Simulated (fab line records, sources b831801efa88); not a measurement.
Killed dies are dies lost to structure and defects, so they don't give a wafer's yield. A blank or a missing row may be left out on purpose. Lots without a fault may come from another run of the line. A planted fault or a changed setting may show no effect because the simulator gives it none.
Chamber matching | flow gf180mcu | GF_V5_CVD_02 on pecvd-03: 3 sister chambers
The step deposits SiO2 from TEOS, target thk 1450 nm, time 163.28 s. 6 wafers are shown with their chamber, then 8 later ones without.

WAFERS WITH THEIR CHAMBER
wafer  | chamber | heater_power_w (W) | heater_power_outer_w (W)
L466.1 | 0       | 622                | 352
L466.5 | 1       | 640                | 374
L474.3 | 2       | 919                | 572
L474.4 | 0       | 681                | 378
L474.6 | 2       | 778                | 452
L475.2 | 1       | 607                | 330

WAFERS WITHOUT THEIR CHAMBER
wafer  | heater_power_w (W) | heater_power_outer_w (W)
L475.4 | 551                | 278
L475.6 | 793                | 464
L479.1 | 629                | 347
L479.3 | 631                | 342
L479.6 | 673                | 378
L478.1 | 681                | 382
L478.4 | 534                | 282
L478.6 | 527                | 275

WHICH CHAMBER EACH WENT THROUGH
wafer  | from the rows above     | in truth
L475.4 | can't be placed: 1 or 0 | 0
L475.6 | can't be placed: 2 or 0 | 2
L479.1 | can't be placed: 1 or 0 | 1
L479.3 | can't be placed: 1 or 0 | 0
L479.6 | can't be placed: 0 or 1 | 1
L478.1 | can't be placed: 0 or 1 | 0
L478.4 | can't be placed: 1 or 0 | 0
L478.6 | can't be placed: 1 or 0 | 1
Placed correctly: 0 of 8. Can't be placed from these rows: 8 (the true chamber is among the candidates in 8). Placed wrongly: 0.
How it was worked out, from the rows above alone: a wafer's distance from a chamber is the root of the sum, over the readings, of the square of ((its reading less the chamber's mean) divided by the reading's scatter). The wafer belongs to the nearest chamber; if the next one is less than 2 further off, it can't be placed. A chamber's mean is the mean of its shown wafers. The scatter: the root of (the sum of the squares of (reading less its chamber's mean) over the shown wafers, divided by (wafers less chambers)).
